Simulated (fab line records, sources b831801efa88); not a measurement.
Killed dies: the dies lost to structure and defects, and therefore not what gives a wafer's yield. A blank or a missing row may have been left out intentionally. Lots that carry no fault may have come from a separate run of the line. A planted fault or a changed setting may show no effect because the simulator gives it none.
fab line records :: flow sky130
record:
  lots: 6
  wafers: 18
  lastDay: 50
route steps=708 shown NWELL@76 PWDE@84 VT_ADJUST_HVTP@85 PAD_OPEN@708
lots that met no fault: taken from a fault-free run of the same line
startH: start of the lot's first displayed wafer, in hours after the record's first day :: waitH: hours since the lot's step before :: " as in the row above :: L1.1+2: a single row standing in for several wafers :: - value missing, or start not given :: * or withheld: withheld :: < > ~ a bound
route shown NAME@n: NAME is a module with steps in the file, n the number in the route of the first one :: usual: mean and standard deviation over wafers with no fault :: same: alike in all rows :: chamber/n: place in a boat :: sites: each site's reading :: _std_site: standard deviation of those values :: _edge_site: mean of outer sites minus mean of inner sites :: radiusMm: how far each site lies from the wafer's centre :: mask NAME#n: copy n :: behind: the tool/chamber that last shaped the wafer :: hold: reason for holding the lot/hours on hold/outcome of the hold :: device: the transistor (n, p or np) that didn't switch :: end of line: tests of these same wafers at the route's end :: a step without rows: its recipe alone :: killed: count of dies lost to structure and defects at first sort (not the wafer's yield) :: map: a wafer's dies, x killed, . not, _ none there
set.NAME: the setting that was run; set.NAME@STEP: the one run at that earlier step :: model.NAME: the simulator's own value behind a step, which no gauge read
lots at selected steps of the route; one table per step, one row per wafer
services: when a tool's chamber went out of use (startH, in hours from the record's first day, below 0 if earlier), for how many hours, and the reason
== steps ==
step: SKY_NWELL_OVL_MEAS_23
usual:
  NWELL_01_OVL: -0.2/1.5
lot.wafer: L868.1
tool: overlay-01
chamber: -
startH: 116.13
waitH: -
NWELL_01_OVL[nm]: -0.5

lot.wafer: L868.5
tool: overlay-01
chamber: -
startH: 116.13
waitH: -
NWELL_01_OVL[nm]: 1.9

lot.wafer: L868.6
tool: overlay-01
chamber: -
startH: 116.13
waitH: -
NWELL_01_OVL[nm]: -0.4

lot.wafer: L869.2
tool: overlay-02
chamber: -
startH: 122.59
waitH: -
NWELL_01_OVL[nm]: 2.2

lot.wafer: L869.3
tool: overlay-02
chamber: -
startH: 122.59
waitH: -
NWELL_01_OVL[nm]: 0.7

lot.wafer: L869.6
tool: overlay-02
chamber: -
startH: 122.59
waitH: -
NWELL_01_OVL[nm]: 1.5

lot.wafer: L877.3
tool: overlay-02
chamber: -
startH: 176.49
waitH: -
NWELL_01_OVL[nm]: 1.0

lot.wafer: L877.4
tool: overlay-02
chamber: -
startH: 176.49
waitH: -
NWELL_01_OVL[nm]: 2.2

lot.wafer: L877.5
tool: overlay-02
chamber: -
startH: 176.49
waitH: -
NWELL_01_OVL[nm]: 0.0

lot.wafer: L883.1
tool: overlay-02
chamber: -
startH: 206.06
waitH: -
NWELL_01_OVL[nm]: 2.3

lot.wafer: L883.3
tool: overlay-02
chamber: -
startH: 206.06
waitH: -
NWELL_01_OVL[nm]: 1.1

lot.wafer: L883.5
tool: overlay-02
chamber: -
startH: 206.06
waitH: -
NWELL_01_OVL[nm]: 2.2

lot.wafer: L885.1
tool: overlay-02
chamber: -
startH: 220.72
waitH: -
NWELL_01_OVL[nm]: -0.6

lot.wafer: L885.2
tool: overlay-02
chamber: -
startH: 220.72
waitH: -
NWELL_01_OVL[nm]: 0.1

lot.wafer: L885.3
tool: overlay-02
chamber: -
startH: 220.72
waitH: -
NWELL_01_OVL[nm]: -0.3

lot.wafer: L888.2
tool: overlay-02
chamber: -
startH: 234.76
waitH: -
NWELL_01_OVL[nm]: -1.5

lot.wafer: L888.4
tool: overlay-02
chamber: -
startH: 234.76
waitH: -
NWELL_01_OVL[nm]: -1.7

lot.wafer: L888.6
tool: overlay-02
chamber: -
startH: 234.76
waitH: -
NWELL_01_OVL[nm]: -0.5
step: SKY_NWELL_IMPLANT_24
recipe:
  species: B
  energyKev: 140
  doseCm2: 9.2e+12
  tiltDeg: withheld
step: SKY_NWELL_STRIP_25
recipe:
  chemistry: O2/N2
  powerW: 1400
  pressureMtorr: 1500
  platenTempC: withheld
  o2FlowSccm: 3000
  n2FlowSccm: 300
  overashFraction: 0.5
usual:
  drypumpMotorCurrentA: 5.5/0.56
  oesProductAu: 0.722/0.0051
  stripTimeToEndpointS: 36.91/0.093
lot.wafer: L868.1
tool: plasmaAsher-02
chamber: 1
startH: 116.32
waitH: 0.1
drypumpMotorCurrentA: 5.0
oesProductAu: 0.712
rfHoursCounterH: 32
stripTimeToEndpointS: 36.88

lot.wafer: L868.5
tool: plasmaAsher-02
chamber: 0
startH: 116.32
waitH: 0.1
drypumpMotorCurrentA: 4.8
oesProductAu: 0.719
rfHoursCounterH: -
stripTimeToEndpointS: 36.92

lot.wafer: L868.6
tool: plasmaAsher-02
chamber: 1
startH: 116.32
waitH: 0.1
drypumpMotorCurrentA: 5.0
oesProductAu: 0.721
rfHoursCounterH: -
stripTimeToEndpointS: 36.92

lot.wafer: L869.2
tool: plasmaAsher-02
chamber: 0
startH: 122.77
waitH: 0.1
drypumpMotorCurrentA: 4.8
oesProductAu: 0.723
rfHoursCounterH: 33
stripTimeToEndpointS: 36.98

lot.wafer: L869.3
tool: plasmaAsher-02
chamber: 1
startH: 122.77
waitH: 0.1
drypumpMotorCurrentA: 5.0
oesProductAu: 0.714
rfHoursCounterH: -
stripTimeToEndpointS: 36.95

lot.wafer: L869.6
tool: plasmaAsher-02
chamber: 1
startH: 122.77
waitH: 0.1
drypumpMotorCurrentA: 5.0
oesProductAu: 0.722
rfHoursCounterH: -
stripTimeToEndpointS: 36.95

lot.wafer: L877.3
tool: plasmaAsher-01
chamber: 1
startH: 176.70
waitH: 0.1
drypumpMotorCurrentA: 6.0
oesProductAu: 0.725
rfHoursCounterH: -
stripTimeToEndpointS: 36.94

lot.wafer: L877.4
tool: plasmaAsher-01
chamber: 0
startH: 176.70
waitH: 0.1
drypumpMotorCurrentA: 6.2
oesProductAu: 0.723
rfHoursCounterH: -
stripTimeToEndpointS: 36.86

lot.wafer: L877.5
tool: plasmaAsher-01
chamber: 0
startH: 176.70
waitH: 0.1
drypumpMotorCurrentA: 6.2
oesProductAu: 0.725
rfHoursCounterH: -
stripTimeToEndpointS: 37.05

lot.wafer: L883.1
tool: plasmaAsher-01
chamber: 1
startH: 206.24
waitH: 0.1
drypumpMotorCurrentA: 6.0
oesProductAu: 0.716
rfHoursCounterH: 53
stripTimeToEndpointS: 36.95

lot.wafer: L883.3
tool: plasmaAsher-01
chamber: 0
startH: 206.24
waitH: 0.1
drypumpMotorCurrentA: 6.2
oesProductAu: 0.721
rfHoursCounterH: -
stripTimeToEndpointS: 37.03

lot.wafer: L883.5
tool: plasmaAsher-01
chamber: 0
startH: 206.24
waitH: 0.1
drypumpMotorCurrentA: 6.2
oesProductAu: 0.725
rfHoursCounterH: -
stripTimeToEndpointS: 37.01

lot.wafer: L885.1
tool: plasmaAsher-02
chamber: 1
startH: 220.90
waitH: 0.1
drypumpMotorCurrentA: 5.0
oesProductAu: 0.724
rfHoursCounterH: 42
stripTimeToEndpointS: 36.72

lot.wafer: L885.2
tool: plasmaAsher-02
chamber: 0
startH: 220.90
waitH: 0.1
drypumpMotorCurrentA: 4.8
oesProductAu: 0.735
rfHoursCounterH: 42
stripTimeToEndpointS: 36.74

lot.wafer: L885.3
tool: plasmaAsher-02
chamber: 0
startH: 220.90
waitH: 0.1
drypumpMotorCurrentA: 4.8
oesProductAu: 0.717
rfHoursCounterH: -
stripTimeToEndpointS: 36.76

lot.wafer: L888.2
tool: plasmaAsher-01
chamber: 1
startH: 234.94
waitH: 0.1
drypumpMotorCurrentA: 6.0
oesProductAu: 0.728
rfHoursCounterH: 56
stripTimeToEndpointS: 37.04

lot.wafer: L888.4
tool: plasmaAsher-01
chamber: 1
startH: 234.94
waitH: 0.1
drypumpMotorCurrentA: 6.0
oesProductAu: 0.723
rfHoursCounterH: -
stripTimeToEndpointS: 36.96

lot.wafer: L888.6
tool: plasmaAsher-01
chamber: 1
startH: 234.94
waitH: 0.1
drypumpMotorCurrentA: 6.0
oesProductAu: 0.719
rfHoursCounterH: -
stripTimeToEndpointS: 36.95
step: SKY_NWELL_TW_MEAS_26
usual:
  NWELL_2_TW: 495/4.5
lot.wafer: L868.1
tool: filmMetro-04
chamber: -
startH: 116.42
waitH: 0.1
NWELL_2_TW: 497

lot.wafer: L868.5
tool: filmMetro-04
chamber: -
startH: 116.42
waitH: 0.1
NWELL_2_TW: 492

lot.wafer: L868.6
tool: filmMetro-04
chamber: -
startH: 116.42
waitH: 0.1
NWELL_2_TW: 495

lot.wafer: L869.2
tool: filmMetro-02
chamber: -
startH: 122.88
waitH: 0.1
NWELL_2_TW: 489

lot.wafer: L869.3
tool: filmMetro-02
chamber: -
startH: 122.88
waitH: 0.1
NWELL_2_TW: 489

lot.wafer: L869.6
tool: filmMetro-02
chamber: -
startH: 122.88
waitH: 0.1
NWELL_2_TW: 491

lot.wafer: L877.3
tool: filmMetro-02
chamber: -
startH: 176.79
waitH: 0.1
NWELL_2_TW: 487

lot.wafer: L877.4
tool: filmMetro-02
chamber: -
startH: 176.79
waitH: 0.1
NWELL_2_TW: 490

lot.wafer: L877.5
tool: filmMetro-02
chamber: -
startH: 176.79
waitH: 0.1
NWELL_2_TW: 490

lot.wafer: L883.1
tool: filmMetro-03
chamber: -
startH: 206.34
waitH: 0.1
NWELL_2_TW: 500

lot.wafer: L883.3
tool: filmMetro-03
chamber: -
startH: 206.34
waitH: 0.1
NWELL_2_TW: 499

lot.wafer: L883.5
tool: filmMetro-03
chamber: -
startH: 206.34
waitH: 0.1
NWELL_2_TW: 502

lot.wafer: L885.1
tool: filmMetro-03
chamber: -
startH: 221.00
waitH: 0.1
NWELL_2_TW: 500

lot.wafer: L885.2
tool: filmMetro-03
chamber: -
startH: 221.00
waitH: 0.1
NWELL_2_TW: 504

lot.wafer: L885.3
tool: filmMetro-03
chamber: -
startH: 221.00
waitH: 0.1
NWELL_2_TW: 504

lot.wafer: L888.2
tool: filmMetro-02
chamber: -
startH: 235.05
waitH: 0.1
NWELL_2_TW: 492

lot.wafer: L888.4
tool: filmMetro-02
chamber: -
startH: 235.05
waitH: 0.1
NWELL_2_TW: 496

lot.wafer: L888.6
tool: filmMetro-02
chamber: -
startH: 235.05
waitH: 0.1
NWELL_2_TW: 497
step: SKY_NWELL_CLEAN_27
recipe:
  chemistry: SC1/SC2
  mix: 1:4:20
  tempC: 70
  timeS: 150
  dry: n2Spin
step: SKY_NWELL_RTA_28
recipe:
  tempC: 1050
  timeS: 30
  idleTempC: 650
  rampUpCPerS: 150
  rampDownCPerS: 90
  ambient: N2
usual:
  lampPowerPct: 25.31/0.054
  wafer_temp_C_max: 1054.8/0.94
lot.wafer: L868.1
tool: rtpAnneal-02
chamber: 0
startH: 116.53
waitH: 0.0
lampPowerPct: 25.29
wafer_temp_C_max: 1055.3

lot.wafer: L868.5
tool: rtpAnneal-02
chamber: 0
startH: 116.53
waitH: 0.0
lampPowerPct: 25.31
wafer_temp_C_max: 1055.2

lot.wafer: L868.6
tool: rtpAnneal-02
chamber: 0
startH: 116.53
waitH: 0.0
lampPowerPct: 25.30
wafer_temp_C_max: 1054.3

lot.wafer: L869.2
tool: rtpAnneal-01
chamber: 0
startH: 122.99
waitH: 0.0
lampPowerPct: 25.20
wafer_temp_C_max: 1055.2

lot.wafer: L869.3
tool: rtpAnneal-01
chamber: 0
startH: 122.99
waitH: 0.0
lampPowerPct: 25.32
wafer_temp_C_max: 1055.6

lot.wafer: L869.6
tool: rtpAnneal-01
chamber: 0
startH: 122.99
waitH: 0.0
lampPowerPct: 25.33
wafer_temp_C_max: 1054.5

lot.wafer: L877.3
tool: rtpAnneal-01
chamber: 0
startH: 176.91
waitH: 0.0
lampPowerPct: 25.37
wafer_temp_C_max: 1053.6

lot.wafer: L877.4
tool: rtpAnneal-01
chamber: 0
startH: 176.91
waitH: 0.0
lampPowerPct: 25.35
wafer_temp_C_max: 1054.6

lot.wafer: L877.5
tool: rtpAnneal-01
chamber: 0
startH: 176.91
waitH: 0.0
lampPowerPct: 25.34
wafer_temp_C_max: 1056.3

lot.wafer: L883.1
tool: rtpAnneal-02
chamber: 0
startH: 206.45
waitH: 0.0
lampPowerPct: 25.28
wafer_temp_C_max: 1053.6

lot.wafer: L883.3
tool: rtpAnneal-02
chamber: 0
startH: 206.45
waitH: 0.0
lampPowerPct: 25.42
wafer_temp_C_max: 1054.9

lot.wafer: L883.5
tool: rtpAnneal-02
chamber: 0
startH: 206.45
waitH: 0.0
lampPowerPct: 25.30
wafer_temp_C_max: 1057.1

lot.wafer: L885.1
tool: rtpAnneal-02
chamber: 0
startH: 221.11
waitH: 0.0
lampPowerPct: 25.33
wafer_temp_C_max: 1058.3

lot.wafer: L885.2
tool: rtpAnneal-02
chamber: 0
startH: 221.11
waitH: 0.0
lampPowerPct: 25.25
wafer_temp_C_max: 1054.5

lot.wafer: L885.3
tool: rtpAnneal-02
chamber: 0
startH: 221.11
waitH: 0.0
lampPowerPct: 25.32
wafer_temp_C_max: 1054.4

lot.wafer: L888.2
tool: rtpAnneal-02
chamber: 0
startH: 235.17
waitH: 0.0
lampPowerPct: 25.37
wafer_temp_C_max: 1053.7

lot.wafer: L888.4
tool: rtpAnneal-02
chamber: 0
startH: 235.17
waitH: 0.0
lampPowerPct: 25.32
wafer_temp_C_max: 1055.3

lot.wafer: L888.6
tool: rtpAnneal-02
chamber: 0
startH: 235.17
waitH: 0.0
lampPowerPct: 25.35
wafer_temp_C_max: 1055.6
step: SKY_NWELL_RS_MEAS_29
recipe:
  thkMeasGauge: four-point-probe
usual:
  NWELL_RS: 624.4/1.7
lot.wafer: L868.1
tool: filmMetro-03
chamber: -
startH: 116.63
waitH: 0.1
NWELL_RS[ohm/sq]: 624.6

lot.wafer: L868.5
tool: filmMetro-03
chamber: -
startH: 116.63
waitH: 0.1
NWELL_RS[ohm/sq]: 624.8

lot.wafer: L868.6
tool: filmMetro-03
chamber: -
startH: 116.63
waitH: 0.1
NWELL_RS[ohm/sq]: 624.7

lot.wafer: L869.2
tool: filmMetro-04
chamber: -
startH: 123.10
waitH: 0.1
NWELL_RS[ohm/sq]: 624.0

lot.wafer: L869.3
tool: filmMetro-04
chamber: -
startH: 123.10
waitH: 0.1
NWELL_RS[ohm/sq]: 625.5

lot.wafer: L869.6
tool: filmMetro-04
chamber: -
startH: 123.10
waitH: 0.1
NWELL_RS[ohm/sq]: 624.2

lot.wafer: L877.3
tool: filmMetro-04
chamber: -
startH: 177.02
waitH: 0.1
NWELL_RS[ohm/sq]: 624.2

lot.wafer: L877.4
tool: filmMetro-04
chamber: -
startH: 177.02
waitH: 0.1
NWELL_RS[ohm/sq]: 625.0

lot.wafer: L877.5
tool: filmMetro-04
chamber: -
startH: 177.02
waitH: 0.1
NWELL_RS[ohm/sq]: 625.5

lot.wafer: L883.1
tool: filmMetro-02
chamber: -
startH: 206.55
waitH: 0.1
NWELL_RS[ohm/sq]: 625.2

lot.wafer: L883.3
tool: filmMetro-02
chamber: -
startH: 206.55
waitH: 0.1
NWELL_RS[ohm/sq]: 625.3

lot.wafer: L883.5
tool: filmMetro-02
chamber: -
startH: 206.55
waitH: 0.1
NWELL_RS[ohm/sq]: 624.6

lot.wafer: L885.1
tool: filmMetro-02
chamber: -
startH: 221.21
waitH: 0.1
NWELL_RS[ohm/sq]: 625.2

lot.wafer: L885.2
tool: filmMetro-02
chamber: -
startH: 221.21
waitH: 0.1
NWELL_RS[ohm/sq]: 627.0

lot.wafer: L885.3
tool: filmMetro-02
chamber: -
startH: 221.21
waitH: 0.1
NWELL_RS[ohm/sq]: 626.2

lot.wafer: L888.2
tool: filmMetro-03
chamber: -
startH: 235.27
waitH: 0.1
NWELL_RS[ohm/sq]: 622.2

lot.wafer: L888.4
tool: filmMetro-03
chamber: -
startH: 235.27
waitH: 0.1
NWELL_RS[ohm/sq]: 623.6

lot.wafer: L888.6
tool: filmMetro-03
chamber: -
startH: 235.27
waitH: 0.1
NWELL_RS[ohm/sq]: 623.1
step: SKY_NWELL_RS_MEAS_31
recipe:
  thkMeasGauge: four-point-probe
usual:
  PWDE_RS: 5277/17
lot.wafer: L868.1
tool: filmMetro-03
chamber: -
startH: 116.87
waitH: 0.1
PWDE_RS[ohm/sq]: 5243

lot.wafer: L868.5
tool: filmMetro-03
chamber: -
startH: 116.87
waitH: 0.1
PWDE_RS[ohm/sq]: 5264

lot.wafer: L868.6
tool: filmMetro-03
chamber: -
startH: 116.87
waitH: 0.1
PWDE_RS[ohm/sq]: 5253

lot.wafer: L869.2
tool: filmMetro-04
chamber: -
startH: 123.34
waitH: 0.1
PWDE_RS[ohm/sq]: 5250

lot.wafer: L869.3
tool: filmMetro-04
chamber: -
startH: 123.34
waitH: 0.1
PWDE_RS[ohm/sq]: 5263

lot.wafer: L869.6
tool: filmMetro-04
chamber: -
startH: 123.34
waitH: 0.1
PWDE_RS[ohm/sq]: 5243

lot.wafer: L877.3
tool: filmMetro-04
chamber: -
startH: 177.26
waitH: 0.1
PWDE_RS[ohm/sq]: 5281

lot.wafer: L877.4
tool: filmMetro-04
chamber: -
startH: 177.26
waitH: 0.1
PWDE_RS[ohm/sq]: 5289

lot.wafer: L877.5
tool: filmMetro-04
chamber: -
startH: 177.26
waitH: 0.1
PWDE_RS[ohm/sq]: 5280

lot.wafer: L883.1
tool: filmMetro-02
chamber: -
startH: 206.79
waitH: 0.1
PWDE_RS[ohm/sq]: 5263

lot.wafer: L883.3
tool: filmMetro-02
chamber: -
startH: 206.79
waitH: 0.1
PWDE_RS[ohm/sq]: 5261

lot.wafer: L883.5
tool: filmMetro-02
chamber: -
startH: 206.79
waitH: 0.1
PWDE_RS[ohm/sq]: 5256

lot.wafer: L885.1
tool: filmMetro-02
chamber: -
startH: 221.45
waitH: 0.1
PWDE_RS[ohm/sq]: 5311

lot.wafer: L885.2
tool: filmMetro-02
chamber: -
startH: 221.45
waitH: 0.1
PWDE_RS[ohm/sq]: 5298

lot.wafer: L885.3
tool: filmMetro-02
chamber: -
startH: 221.45
waitH: 0.1
PWDE_RS[ohm/sq]: 5304

lot.wafer: L888.2
tool: filmMetro-03
chamber: -
startH: 235.51
waitH: 0.1
PWDE_RS[ohm/sq]: 5301

lot.wafer: L888.4
tool: filmMetro-03
chamber: -
startH: 235.51
waitH: 0.1
PWDE_RS[ohm/sq]: 5259

lot.wafer: L888.6
tool: filmMetro-03
chamber: -
startH: 235.51
waitH: 0.1
PWDE_RS[ohm/sq]: 5271
step: SKY_VT_ADJUST_HVTP_DEHYDRATE_00
recipe:
  tempC: 200
  timeS: 60
step: SKY_VT_ADJUST_HVTP_HMDS_01
recipe:
  primeTimeS: 62.68
  primeTempC: 120
step: SKY_VT_ADJUST_HVTP_COAT_02
recipe:
  resist: NOVOLAK
  spinRpm: 3000
  resistThkNm: 1140
step: SKY_VT_ADJUST_HVTP_SOFTBAKE_03
recipe:
  tempC: 90
  timeS: 60
  resist: NOVOLAK
usual:
  exhaustPa: 45.0/0.81
  resistLineTempC: 22.98/0.098
  runLengthS: 89.24/0.2
lot.wafer: L868.1
tool: lithoTrack-04
chamber: 0
startH: 125.93
waitH: 0.1
exhaustPa: 44.9
resistLineTempC: 22.84
runLengthS: 89.01

lot.wafer: L868.5
tool: lithoTrack-04
chamber: 0
startH: 125.93
waitH: 0.1
exhaustPa: 44.9
resistLineTempC: 23.08
runLengthS: 89.20

lot.wafer: L868.6
tool: lithoTrack-04
chamber: 0
startH: 125.93
waitH: 0.1
exhaustPa: 44.5
resistLineTempC: 23.04
runLengthS: 89.22

lot.wafer: L869.2
tool: lithoTrack-02
chamber: 0
startH: 132.29
waitH: 0.1
exhaustPa: 45.9
resistLineTempC: 22.99
runLengthS: 89.12

lot.wafer: L869.3
tool: lithoTrack-02
chamber: 0
startH: 132.29
waitH: 0.1
exhaustPa: 45.4
resistLineTempC: 23.04
runLengthS: 89.06

lot.wafer: L869.6
tool: lithoTrack-02
chamber: 0
startH: 132.29
waitH: 0.1
exhaustPa: 45.1
resistLineTempC: 23.08
runLengthS: 89.08

lot.wafer: L877.3
tool: lithoTrack-04
chamber: 0
startH: 187.53
waitH: 0.1
exhaustPa: 44.8
resistLineTempC: 23.08
runLengthS: 95.94

lot.wafer: L877.4
tool: lithoTrack-04
chamber: 0
startH: 187.53
waitH: 0.1
exhaustPa: 45.0
resistLineTempC: 23.00
runLengthS: 96.01

lot.wafer: L877.5
tool: lithoTrack-04
chamber: 0
startH: 187.53
waitH: 0.1
exhaustPa: 44.8
resistLineTempC: 22.75
runLengthS: 95.91

lot.wafer: L883.1
tool: lithoTrack-04
chamber: 0
startH: 217.68
waitH: 0.1
exhaustPa: 45.7
resistLineTempC: 23.30
runLengthS: 95.96

lot.wafer: L883.3
tool: lithoTrack-04
chamber: 0
startH: 217.68
waitH: 0.1
exhaustPa: 45.2
resistLineTempC: 23.11
runLengthS: 96.06

lot.wafer: L883.5
tool: lithoTrack-04
chamber: 0
startH: 217.68
waitH: 0.1
exhaustPa: 47.5
resistLineTempC: 23.21
runLengthS: 96.23

lot.wafer: L885.1
tool: lithoTrack-03
chamber: 0
startH: 233.12
waitH: 0.1
exhaustPa: 44.0
resistLineTempC: 23.08
runLengthS: 89.52

lot.wafer: L885.2
tool: lithoTrack-03
chamber: 0
startH: 233.12
waitH: 0.1
exhaustPa: 44.6
resistLineTempC: 23.14
runLengthS: 89.74

lot.wafer: L885.3
tool: lithoTrack-03
chamber: 0
startH: 233.12
waitH: 0.1
exhaustPa: 45.5
resistLineTempC: 22.98
runLengthS: 89.51

lot.wafer: L888.2
tool: lithoTrack-03
chamber: 0
startH: 246.84
waitH: 0.1
exhaustPa: 43.4
resistLineTempC: 22.79
runLengthS: 89.42

lot.wafer: L888.4
tool: lithoTrack-03
chamber: 0
startH: 246.84
waitH: 0.1
exhaustPa: 46.1
resistLineTempC: 22.88
runLengthS: 89.46

lot.wafer: L888.6
tool: lithoTrack-03
chamber: 0
startH: 246.84
waitH: 0.1
exhaustPa: 44.7
resistLineTempC: 23.00
runLengthS: 89.58
step: SKY_VT_ADJUST_HVTP_EXPOSE_04
recipe:
  maskId: HVTPM
  na: 0.6
  sourceShape: conventional
  sigmaOuter: 0.6
  polarization: unpolarized
  targetCdNm: 380
  doseMj: 140
step: SKY_PAD_OPEN_PROBE_99
usual:
  killed_at_M0_to_M3: 43/7.1
  killed_at_M4_up: 3/1.7
  killedAtContacts: 25/5.6
  killedAtFrontEnd: 16/4.1
  killedAtOther: 0.2/0.49
  killedDies: 87/9.8
  killedOpen: 47/7.6
  killedShort: 40/6.1
same:
  grossDies: 492
  killedAtBackSide: 0
lot.wafer: L868.1
tool: prober-01
chamber: -
startH: 1090.54
waitH: 0.1
killed_at_M0_to_M3: 30
killed_at_M4_up: 1
killedAtContacts: 20
killedAtFrontEnd: 16
killedAtOther: 0
killedDies: 67
killedOpen: 39
killedShort: 28

lot.wafer: L868.5
tool: prober-01
chamber: -
startH: 1090.74
waitH: 0.2
killed_at_M0_to_M3: 37
killed_at_M4_up: 1
killedAtContacts: 34
killedAtFrontEnd: 9
killedAtOther: 0
killedDies: 81
killedOpen: 53
killedShort: 28

lot.wafer: L868.6
tool: prober-01
chamber: -
startH: 1090.79
waitH: 0.2
killed_at_M0_to_M3: 37
killed_at_M4_up: 3
killedAtContacts: 29
killedAtFrontEnd: 17
killedAtOther: 0
killedDies: 86
killedOpen: 46
killedShort: 40

lot.wafer: L877.3
tool: prober-02
chamber: -
startH: 1146.78
waitH: 0.2
killed_at_M0_to_M3: 42
killed_at_M4_up: 3
killedAtContacts: 24
killedAtFrontEnd: 16
killedAtOther: 0
killedDies: 85
killedOpen: 46
killedShort: 39

lot.wafer: L877.4
tool: prober-02
chamber: -
startH: 1146.83
waitH: 0.2
killed_at_M0_to_M3: 42
killed_at_M4_up: 3
killedAtContacts: 19
killedAtFrontEnd: 12
killedAtOther: 0
killedDies: 76
killedOpen: 42
killedShort: 34

lot.wafer: L877.5
tool: prober-02
chamber: -
startH: 1146.88
waitH: 0.2
killed_at_M0_to_M3: 49
killed_at_M4_up: 2
killedAtContacts: 21
killedAtFrontEnd: 17
killedAtOther: 0
killedDies: 89
killedOpen: 43
killedShort: 46

lot.wafer: L883.1
tool: prober-01
chamber: -
startH: 1169.57
waitH: 0.1
killed_at_M0_to_M3: 51
killed_at_M4_up: 0
killedAtContacts: 27
killedAtFrontEnd: 18
killedAtOther: 0
killedDies: 96
killedOpen: 52
killedShort: 44

lot.wafer: L883.3
tool: prober-01
chamber: -
startH: 1169.67
waitH: 0.2
killed_at_M0_to_M3: 30
killed_at_M4_up: 6
killedAtContacts: 21
killedAtFrontEnd: 19
killedAtOther: 0
killedDies: 76
killedOpen: 39
killedShort: 37

lot.wafer: L883.5
tool: prober-01
chamber: -
startH: 1169.77
waitH: 0.2
killed_at_M0_to_M3: 59
killed_at_M4_up: 3
killedAtContacts: 25
killedAtFrontEnd: 20
killedAtOther: 0
killedDies: 107
killedOpen: 56
killedShort: 51

lot.wafer: L885.1
tool: prober-01
chamber: -
startH: 1185.24
waitH: 0.1
killed_at_M0_to_M3: 37
killed_at_M4_up: 4
killedAtContacts: 18
killedAtFrontEnd: 11
killedAtOther: 1
killedDies: 71
killedOpen: 44
killedShort: 27

lot.wafer: L885.2
tool: prober-01
chamber: -
startH: 1185.29
waitH: 0.1
killed_at_M0_to_M3: 50
killed_at_M4_up: 4
killedAtContacts: 26
killedAtFrontEnd: 16
killedAtOther: 0
killedDies: 96
killedOpen: 55
killedShort: 41

lot.wafer: L885.3
tool: prober-01
chamber: -
startH: 1185.34
waitH: 0.2
killed_at_M0_to_M3: 36
killed_at_M4_up: 3
killedAtContacts: 22
killedAtFrontEnd: 14
killedAtOther: 0
killedDies: 75
killedOpen: 46
killedShort: 29
killed by level:class
L868.1 CONTACT:geometricParticle:open=8 VIA2:geometricParticle:open=7 METAL2:geometricParticle:short=5 VIA1:geometricParticle:open=5 FIELD_ISO:geometricParticle:open=4 LI_CONTACT:geometricParticle:open=4 VIA3:geometricParticle:short=4 FIELD_ISO:geometricParticle:short=3
L868.5 VIA1:geometricParticle:open=12 LI_CONTACT:geometricParticle:open=11 CONTACT:geometricParticle:open=10 VIA3:geometricParticle:open=10 LOCAL_INTERCONNECT:geometricParticle:short=6 CONTACT:geometricParticle:short=5 METAL2:geometricParticle:short=5 FIELD_ISO:geometricParticle:open=3
L868.6 CONTACT:geometricParticle:open=11 VIA1:geometricParticle:open=8 LI_CONTACT:geometricParticle:open=7 VIA3:geometricParticle:open=7 METAL2:geometricParticle:short=6 FIELD_ISO:geometricParticle:short=5 METAL3:geometricParticle:short=5 CONTACT:geometricParticle:short=4
L877.3 CONTACT:geometricParticle:open=12 VIA1:geometricParticle:open=11 VIA2:geometricParticle:open=7 POLY_GATE:geometricParticle:short=6 VIA1:geometricParticle:short=6 METAL1:geometricParticle:short=5 FIELD_ISO:geometricParticle:short=4 LI_CONTACT:geometricParticle:open=4
L877.4 VIA1:geometricParticle:open=11 METAL1:geometricParticle:short=8 LI_CONTACT:geometricParticle:open=6 VIA2:geometricParticle:open=6 VIA3:geometricParticle:open=6 POLY_GATE:geometricParticle:short=5 CONTACT:geometricParticle:open=5 CONTACT:geometricParticle:short=4
L877.5 VIA1:geometricParticle:open=13 METAL2:geometricParticle:short=8 CONTACT:geometricParticle:open=7 VIA3:geometricParticle:open=6 METAL3:geometricParticle:short=6 VIA2:geometricParticle:open=6 FIELD_ISO:geometricParticle:short=5 POLY_GATE:geometricParticle:open=4
L883.1 VIA2:geometricParticle:open=10 CONTACT:geometricParticle:open=10 METAL1:geometricParticle:short=8 VIA1:geometricParticle:short=8 METAL2:geometricParticle:short=8 VIA3:geometricParticle:open=6 VIA1:geometricParticle:open=6 FIELD_ISO:geometricParticle:short=5
L883.3 VIA1:geometricParticle:open=7 VIA2:geometricParticle:open=6 CONTACT:geometricParticle:short=6 LI_CONTACT:geometricParticle:open=5 CONTACT:geometricParticle:open=5 METAL2:geometricParticle:short=4 VIA1:geometricParticle:short=4 FIELD_ISO:geometricParticle:open=3
L883.5 VIA2:geometricParticle:open=16 METAL1:geometricParticle:short=10 METAL2:geometricParticle:short=8 LI_CONTACT:geometricParticle:open=7 CONTACT:geometricParticle:open=7 CONTACT:geometricParticle:short=5 VIA2:geometricParticle:short=5 VIA3:geometricParticle:open=5
L885.1 CONTACT:geometricParticle:open=8 VIA1:geometricParticle:open=8 LI_CONTACT:geometricParticle:open=6 VIA2:geometricParticle:open=6 METAL1:geometricParticle:short=5 FIELD_ISO:geometricParticle:open=4 VIA1:geometricParticle:short=4 FIELD_ISO:geometricParticle:short=3
L885.2 VIA1:geometricParticle:open=18 CONTACT:geometricParticle:open=8 LI_CONTACT:geometricParticle:open=7 METAL2:geometricParticle:short=7 VIA3:geometricParticle:open=7 METAL1:geometricParticle:short=5 FIELD_ISO:geometricParticle:open=4 POLY_GATE:geometricParticle:short=4
L885.3 VIA1:geometricParticle:open=10 CONTACT:geometricParticle:open=9 LI_CONTACT:geometricParticle:open=6 VIA2:geometricParticle:open=5 FIELD_ISO:geometricParticle:short=4 CONTACT:geometricParticle:short=4 VIA3:geometricParticle:open=4 METAL1:geometricParticle:short=3
== services ==
tool: plasmaAsher-02
chamber: -
startH: 164.24
hours: 0.3
kind: repair

tool: plasmaAsher-01
chamber: -
startH: 182.47
hours: 1.2
kind: repair
== key ==
firstSign:
  step: SKY_VT_ADJUST_HVTP_SOFTBAKE_03
  reading: runLengthS
  direction: up
  sigmas: 34
  usual: *
  struck: *
effect none on later readings
metAt SKY_VT_ADJUST_HVTP_SOFTBAKE_03
struckWafers L877.3,L877.4,L877.5,L883.1,L883.3,L883.5
testerLeftOut L877,L883
onsetBetween 125.93 187.53
fault:
  kind: processParameterDrift
  tool: lithoTrack-04
  chamber: -
  onsetH: 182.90
  steps: SKY_VT_ADJUST_HVTP_SOFTBAKE_03
  channel: timeS
  offset: *
  shape: step
  endH: 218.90
  actsIn: *
  stated: *
testerLeftOut: of these lots the tester's yield and bins aren't shown, on N5 and GAA mostly nor the transistor test; their killed dies are dies lost to structure and defects alone, not to doping, threshold or leakage, so they don't give the yield
